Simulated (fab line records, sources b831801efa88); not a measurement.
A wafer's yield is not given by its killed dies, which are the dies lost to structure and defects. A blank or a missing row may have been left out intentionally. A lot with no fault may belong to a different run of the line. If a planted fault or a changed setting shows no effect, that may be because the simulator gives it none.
fab line records | flow gf180mcu
record lots=13 | wafers=39 | last-day=34
route steps=602 shown VT_IMPLANT@122 PSD@256 NSD@262 V1@359
lots that met no fault: taken from a fault-free run of the same line
start-h: hours from the record's opening day to when the first of the lot's shown wafers began | wait-h: hours from the lot's prior step to this one | " repeats the value in the row above | L1.1+2: a single row standing in for several wafers | - no value, or no start given | * or withheld: withheld | < > ~ a bound
route shown NAME@n: a module of which the file shows steps, and the number in the route of the first | usual: the fault-free wafers' mean and standard deviation | same: alike in all rows | chamber/n: place in a boat | sites: per-site readings | _std_site: standard deviation of those values | _edge_site: mean of outer sites minus mean of inner sites | radius-mm: for every site, how far away it sits from the centre of the wafer | mask NAME#n: copy n | behind: the most recent tool/chamber to have shaped the wafer | hold: the reason the lot was held/the length of the hold in hours/how it ended | device: whichever transistor did not switch (one of n, p or np) | end of line: the tests these same wafers got at the end of their route | where a step has no rows: the recipe by itself | killed: dies lost to structure and defects at the first sort, not the wafer's yield | map: per-die view of a wafer (x killed, . not killed, _ where there is no die)
set.NAME: setting as actually run; set.NAME@STEP: the setting as run at that earlier step | model.NAME: the simulator's own value behind a step, which no gauge read
a sample of lots followed through the steps of the route, with each step as a table and each wafer as a row
services: from which hour (start-h, from the record's first day; less than 0 if before it) a tool's chamber was out of use, for how many hours, and why
## steps
# step GF_VT_IMPLANT_TW_MEAS_32
# usual VT_IMPLANT_3_TW=269.7/2.8
lot.wafer | tool          | chamber | start-h | wait-h | VT_IMPLANT_3_TW
L208.1    | film-metro-02 | -       | 143.06  | 0.1    | 268.6
L208.3    | "             | -       | "       | "      | 266.7
L208.5    | "             | -       | "       | "      | 268.6
L209.1    | film-metro-03 | -       | 149.21  | 0.1    | 267.2
L209.2    | "             | -       | "       | "      | 265.9
L209.3    | "             | -       | "       | "      | 264.7
L211.4    | film-metro-03 | -       | 160.98  | 0.1    | 265.5
L211.5    | "             | -       | "       | "      | 265.3
L211.6    | "             | -       | "       | "      | 265.4
L214.1    | film-metro-04 | -       | 183.21  | 0.1    | 271.8
L214.3    | "             | -       | "       | "      | 272.4
L214.5    | "             | -       | "       | "      | 272.2
L218.2    | film-metro-04 | -       | 208.28  | 0.1    | 274.2
L218.5    | "             | -       | "       | "      | 274.2
L218.6    | "             | -       | "       | "      | 275.0
L219.3    | film-metro-03 | -       | 212.09  | 0.1    | 267.2
L219.4    | "             | -       | "       | "      | 267.9
L219.5    | "             | -       | "       | "      | 267.2
L224.2    | film-metro-02 | -       | 244.80  | 0.1    | 270.1
L224.4    | "             | -       | "       | "      | 269.5
L224.6    | "             | -       | "       | "      | 269.6
L225.1    | film-metro-04 | -       | 251.81  | 0.1    | 273.7
L225.5    | "             | -       | "       | "      | 273.7
L225.6    | "             | -       | "       | "      | 273.7
L226.3    | film-metro-03 | -       | 259.13  | 0.1    | 266.0
L226.4    | "             | -       | "       | "      | 267.0
L226.5    | "             | -       | "       | "      | 264.8
L227.2    | film-metro-03 | -       | 265.84  | 0.2    | 268.4
L227.4    | "             | -       | "       | "      | 268.2
L227.6    | "             | -       | "       | "      | 269.6
L228.1    | film-metro-03 | -       | 272.49  | 0.1    | 269.7
L228.3    | "             | -       | "       | "      | 268.9
L228.4    | "             | -       | "       | "      | 270.4
L230.2    | film-metro-03 | -       | 284.97  | 0.1    | 267.8
L230.3    | "             | -       | "       | "      | 268.8
L230.5    | "             | -       | "       | "      | 269.0
L231.1    | film-metro-03 | -       | 289.34  | 0.1    | 267.7
L231.3    | "             | -       | "       | "      | 266.8
L231.5    | "             | -       | "       | "      | 267.9
# step GF_PSD_OVL_MEAS_08
# usual PSD_OVL=0.8/1.5
lot.wafer | tool       | chamber | start-h | wait-h | PSD_OVL[nm]
L208.1    | overlay-01 | -       | 317.02  | 0.1    | 1.7
L208.3    | "          | -       | "       | "      | 0.9
L208.5    | "          | -       | "       | "      | 2.4
L209.1    | overlay-01 | -       | 322.30  | 0.1    | 1.0
L209.2    | "          | -       | "       | "      | -0.5
L209.3    | "          | -       | "       | "      | -0.7
L211.4    | overlay-01 | -       | 344.08  | 0.1    | 1.0
L211.5    | "          | -       | "       | "      | 1.7
L211.6    | "          | -       | "       | "      | 2.0
L214.1    | overlay-01 | -       | 369.91  | 0.1    | 0.4
L214.3    | "          | -       | "       | "      | 2.3
L214.5    | "          | -       | "       | "      | 1.4
L218.2    | overlay-01 | -       | 402.45  | 0.1    | -1.2
L218.5    | "          | -       | "       | "      | 1.2
L218.6    | "          | -       | "       | "      | 0.3
L219.3    | overlay-02 | -       | 408.10  | 0.1    | 0.7
L219.4    | "          | -       | "       | "      | -2.5
L219.5    | "          | -       | "       | "      | 1.0
L224.2    | overlay-02 | -       | 455.05  | 0.1    | 2.2
L224.4    | "          | -       | "       | "      | 1.9
L224.6    | "          | -       | "       | "      | 0.8
L225.1    | overlay-01 | -       | 463.69  | 0.1    | 0.7
L225.5    | "          | -       | "       | "      | 1.7
L225.6    | "          | -       | "       | "      | 2.1
L226.3    | overlay-02 | -       | 475.10  | 0.1    | -2.1
L226.4    | "          | -       | "       | "      | -1.1
L226.5    | "          | -       | "       | "      | -0.2
L227.2    | overlay-01 | -       | 486.27  | 0.1    | 3.2
L227.4    | "          | -       | "       | "      | 3.1
L227.6    | "          | -       | "       | "      | 1.4
L228.1    | overlay-01 | -       | 489.91  | 0.1    | 1.8
L228.3    | "          | -       | "       | "      | 1.2
L228.4    | "          | -       | "       | "      | 0.3
L230.2    | overlay-01 | -       | 506.97  | 0.1    | 1.1
L230.3    | "          | -       | "       | "      | 1.9
L230.5    | "          | -       | "       | "      | 0.1
L231.1    | overlay-02 | -       | 508.30  | 0.1    | -1.1
L231.3    | "          | -       | "       | "      | -1.1
L231.5    | "          | -       | "       | "      | -1.9
# step GF_PSD_RTA_13
# recipe temp-c=1025 | time-s=20 | ambient=N2
# usual lamp-power-pct=31.4/2.8 | wafer_temp_C_max=1030.0/1.1
lot.wafer | tool          | chamber | start-h | wait-h | lamp-power-pct | wafer_temp_C_max
L208.1    | rtp-anneal-02 | 0       | 317.41  | 0.0    | 28.9           | 1029.8
L208.3    | "             | 0       | "       | "      | 28.9           | 1028.8
L208.5    | "             | 0       | "       | "      | 28.8           | 1030.8
L209.1    | rtp-anneal-01 | 0       | 322.70  | 0.0    | 34.6           | 1031.9
L209.2    | "             | 0       | "       | "      | 34.5           | 1032.1
L209.3    | "             | 0       | "       | "      | 34.5           | 1031.1
L211.4    | rtp-anneal-02 | 0       | 344.51  | 0.0    | 28.8           | 1029.7
L211.5    | "             | 0       | "       | "      | 28.8           | 1030.4
L211.6    | "             | 0       | "       | "      | 28.8           | 1027.8
L214.1    | rtp-anneal-01 | 0       | 370.31  | 0.0    | 34.5           | 1030.9
L214.3    | "             | 0       | "       | "      | 34.5           | 1031.0
L214.5    | "             | 0       | "       | "      | 34.6           | 1030.5
L218.2    | rtp-anneal-01 | 0       | 402.86  | 0.0    | 36.0           | 1031.2
L218.5    | "             | 0       | "       | "      | 36.0           | 1030.1
L218.6    | "             | 0       | "       | "      | 35.9           | 1031.3
L219.3    | rtp-anneal-01 | 0       | 408.51  | 0.0    | 36.0           | 1029.1
L219.4    | "             | 0       | "       | "      | 36.0           | 1030.5
L219.5    | "             | 0       | "       | "      | 35.9           | 1031.2
L224.2    | rtp-anneal-02 | 0       | 455.45  | 0.0    | 28.8           | 1029.6
L224.4    | "             | 0       | "       | "      | 28.8           | 1028.9
L224.6    | "             | 0       | "       | "      | 28.8           | 1030.0
L225.1    | rtp-anneal-02 | 0       | 464.09  | 0.0    | 28.8           | 1029.6
L225.5    | "             | 0       | "       | "      | 28.8           | 1028.9
L225.6    | "             | 0       | "       | "      | 28.8           | 1030.4
L226.3    | rtp-anneal-01 | 0       | 475.54  | 0.1    | 34.6           | 1031.2
L226.4    | "             | 0       | "       | "      | 34.5           | 1031.2
L226.5    | "             | 0       | "       | "      | 34.5           | 1029.8
L227.2    | rtp-anneal-02 | 0       | 486.68  | 0.0    | 28.8           | 1029.4
L227.4    | "             | 0       | "       | "      | 28.8           | 1029.2
L227.6    | "             | 0       | "       | "      | 28.9           | 1028.5
L228.1    | rtp-anneal-01 | 0       | 490.32  | 0.0    | 34.6           | 1030.9
L228.3    | "             | 0       | "       | "      | 34.5           | 1031.0
L228.4    | "             | 0       | "       | "      | 34.5           | 1030.9
L230.2    | rtp-anneal-01 | 0       | 507.38  | 0.0    | 34.5           | 1031.4
L230.3    | "             | 0       | "       | "      | 34.5           | 1031.8
L230.5    | "             | 0       | "       | "      | 34.5           | 1029.9
L231.1    | rtp-anneal-01 | 0       | 508.69  | 0.0    | 34.5           | 1030.3
L231.3    | "             | 0       | "       | "      | 34.5           | 1030.2
L231.5    | "             | 0       | "       | "      | 34.5           | 1032.5
# step GF_PSD_RS_MEAS_14
# recipe thk-meas-gauge=four-point-probe
# usual NSD_RS=46.12/0.091
lot.wafer | tool          | chamber | start-h | wait-h | NSD_RS[ohm/sq]
L208.1    | film-metro-03 | -       | 317.49  | 0.1    | 46.11
L208.3    | "             | -       | "       | "      | 46.11
L208.5    | "             | -       | "       | "      | 46.19
L209.1    | film-metro-04 | -       | 322.78  | 0.1    | 46.07
L209.2    | "             | -       | "       | "      | 46.10
L209.3    | "             | -       | "       | "      | 46.13
L211.4    | film-metro-02 | -       | 344.61  | 0.1    | 45.92
L211.5    | "             | -       | "       | "      | 45.94
L211.6    | "             | -       | "       | "      | 45.97
L214.1    | film-metro-04 | -       | 370.48  | 0.1    | 46.06
L214.3    | "             | -       | "       | "      | 46.05
L214.5    | "             | -       | "       | "      | 46.12
L218.2    | film-metro-02 | -       | 402.95  | 0.1    | 43.71
L218.5    | "             | -       | "       | "      | 43.61
L218.6    | "             | -       | "       | "      | 43.68
L219.3    | film-metro-04 | -       | 408.61  | 0.1    | 43.87
L219.4    | "             | -       | "       | "      | 43.84
L219.5    | "             | -       | "       | "      | 43.87
L224.2    | film-metro-02 | -       | 455.54  | 0.1    | 46.05
L224.4    | "             | -       | "       | "      | 46.01
L224.6    | "             | -       | "       | "      | 46.11
L225.1    | film-metro-02 | -       | 464.17  | 0.1    | 45.96
L225.5    | "             | -       | "       | "      | 46.05
L225.6    | "             | -       | "       | "      | 46.04
L226.3    | film-metro-03 | -       | 475.69  | 0.1    | 46.01
L226.4    | "             | -       | "       | "      | 46.09
L226.5    | "             | -       | "       | "      | 46.06
L227.2    | film-metro-03 | -       | 486.77  | 0.1    | 46.03
L227.4    | "             | -       | "       | "      | 46.08
L227.6    | "             | -       | "       | "      | 46.14
L228.1    | film-metro-04 | -       | 490.40  | 0.1    | 46.23
L228.3    | "             | -       | "       | "      | 46.23
L228.4    | "             | -       | "       | "      | 46.24
L230.2    | film-metro-04 | -       | 507.47  | 0.1    | 46.14
L230.3    | "             | -       | "       | "      | 46.05
L230.5    | "             | -       | "       | "      | 46.14
L231.1    | film-metro-03 | -       | 508.78  | 0.1    | 46.22
L231.3    | "             | -       | "       | "      | 46.14
L231.5    | "             | -       | "       | "      | 46.19
# step GF_PSD_RS_MEAS_15
# recipe thk-meas-gauge=four-point-probe
# usual PSD_RS=108.50/0.28
lot.wafer | tool          | chamber | start-h | wait-h | PSD_RS[ohm/sq]
L208.1    | film-metro-03 | -       | 317.61  | 0.1    | 108.62
L208.3    | "             | -       | "       | "      | 108.32
L208.5    | "             | -       | "       | "      | 108.63
L209.1    | film-metro-04 | -       | 322.90  | 0.1    | 108.57
L209.2    | "             | -       | "       | "      | 108.23
L209.3    | "             | -       | "       | "      | 108.25
L211.4    | film-metro-02 | -       | 344.73  | 0.1    | 108.29
L211.5    | "             | -       | "       | "      | 107.83
L211.6    | "             | -       | "       | "      | 107.86
L214.1    | film-metro-04 | -       | 370.60  | 0.1    | 108.45
L214.3    | "             | -       | "       | "      | 108.52
L214.5    | "             | -       | "       | "      | 108.57
L218.2    | film-metro-02 | -       | 403.07  | 0.1    | 101.38
L218.5    | "             | -       | "       | "      | 101.08
L218.6    | "             | -       | "       | "      | 100.95
L219.3    | film-metro-04 | -       | 408.73  | 0.1    | 101.32
L219.4    | "             | -       | "       | "      | 101.60
L219.5    | "             | -       | "       | "      | 101.36
L224.2    | film-metro-02 | -       | 455.66  | 0.1    | 108.44
L224.4    | "             | -       | "       | "      | 108.62
L224.6    | "             | -       | "       | "      | 108.32
L225.1    | film-metro-02 | -       | 464.29  | 0.1    | 108.78
L225.5    | "             | -       | "       | "      | 108.32
L225.6    | "             | -       | "       | "      | 108.17
L226.3    | film-metro-03 | -       | 475.81  | 0.1    | 108.44
L226.4    | "             | -       | "       | "      | 108.16
L226.5    | "             | -       | "       | "      | 108.15
L227.2    | film-metro-03 | -       | 486.89  | 0.1    | 108.31
L227.4    | "             | -       | "       | "      | 108.32
L227.6    | "             | -       | "       | "      | 108.62
L228.1    | film-metro-04 | -       | 490.52  | 0.1    | 108.89
L228.3    | "             | -       | "       | "      | 108.76
L228.4    | "             | -       | "       | "      | 108.84
L230.2    | film-metro-04 | -       | 507.59  | 0.1    | 108.08
L230.3    | "             | -       | "       | "      | 107.89
L230.5    | "             | -       | "       | "      | 108.42
L231.1    | film-metro-03 | -       | 508.90  | 0.1    | 108.56
L231.3    | "             | -       | "       | "      | 108.66
L231.5    | "             | -       | "       | "      | 108.39
# step GF_V1_RS_MEAS_24
# recipe thk-meas-gauge=four-point-probe | reads=W_of_V1_CVD_23+TiN_of_V1_SPUTTER_22+Ti_of_V1_SPUTTER_21
# usual V1_W_RS=0.326/0.0048
lot.wafer | tool          | chamber | start-h | wait-h | V1_W_RS[ohm/sq]
L208.1    | film-metro-01 | -       | 412.14  | 0.2    | 0.317
L208.3    | "             | -       | "       | "      | 0.319
L208.5    | "             | -       | "       | "      | 0.317
L209.1    | film-metro-01 | -       | 418.85  | 0.1    | 0.332
L209.2    | "             | -       | "       | "      | 0.325
L209.3    | "             | -       | "       | "      | 0.333
L211.4    | film-metro-03 | -       | 441.73  | 0.1    | 0.330
L211.5    | "             | -       | "       | "      | 0.321
L211.6    | "             | -       | "       | "      | 0.329
L214.1    | film-metro-01 | -       | 471.31  | 0.1    | 0.333
L214.3    | "             | -       | "       | "      | 0.330
L214.5    | "             | -       | "       | "      | 0.335
L218.2    | film-metro-01 | -       | 504.97  | 0.1    | 0.327
L218.5    | "             | -       | "       | "      | 0.324
L218.6    | "             | -       | "       | "      | 0.330
L219.3    | film-metro-03 | -       | 508.26  | 0.1    | 0.337
L219.4    | "             | -       | "       | "      | 0.323
L219.5    | "             | -       | "       | "      | 0.330
L224.2    | film-metro-02 | -       | 555.24  | 0.1    | 0.320
L224.4    | "             | -       | "       | "      | 0.329
L224.6    | "             | -       | "       | "      | 0.328
L225.1    | film-metro-02 | -       | 561.42  | 0.1    | 0.328
L225.5    | "             | -       | "       | "      | 0.325
L225.6    | "             | -       | "       | "      | 0.323
L226.3    | film-metro-01 | -       | 571.75  | 0.1    | 0.329
L226.4    | "             | -       | "       | "      | 0.322
L226.5    | "             | -       | "       | "      | 0.320
L227.2    | film-metro-02 | -       | 583.82  | 0.1    | 0.325
L227.4    | "             | -       | "       | "      | 0.324
L227.6    | "             | -       | "       | "      | 0.322
L228.1    | film-metro-03 | -       | 585.96  | 0.1    | 0.319
L228.3    | "             | -       | "       | "      | 0.317
L228.4    | "             | -       | "       | "      | 0.326
L230.2    | film-metro-01 | -       | 601.22  | 0.1    | 0.320
L230.3    | "             | -       | "       | "      | 0.322
L230.5    | "             | -       | "       | "      | 0.331
L231.1    | film-metro-01 | -       | 602.91  | 0.1    | 0.328
L231.3    | "             | -       | "       | "      | 0.327
L231.5    | "             | -       | "       | "      | 0.326
## services
tool          | chamber | start-h | hours | kind
rtp-anneal-01 | -       | 478.31  | 5.7   | pm
## key
first-sign step=GF_PSD_RS_MEAS_14 | reading=NSD_RS | direction=down | sigmas=26 | usual=46.12 | struck=43.76
effect step=GF_PSD_RS_MEAS_15 | reading=PSD_RS | direction=down | sigmas=26 | usual=108.50 | struck=101.28
met-at GF_PSD_RTA_13
struck-lots L218,L219
tester-left-out L218,L219
not-acting-at GF_VT_IMPLANT_TW_MEAS_32,GF_PSD_OVL_MEAS_08,GF_V1_RS_MEAS_24
onset-between 370.31 402.86
fault kind=process-parameter-drift | tool=rtp-anneal-01 | chamber=- | onset-h=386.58 | steps=GF_PSD_RTA_13 | channel=temp-c | offset=* | shape=step | end-h=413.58 | acts-in=* | stated=*
# tester-left-out: of these lots the tester's yield and bins aren't shown, on N5 and GAA mostly nor the transistor test; their killed dies are dies lost to structure and defects alone, not to doping, threshold or leakage, so they don't give the yield
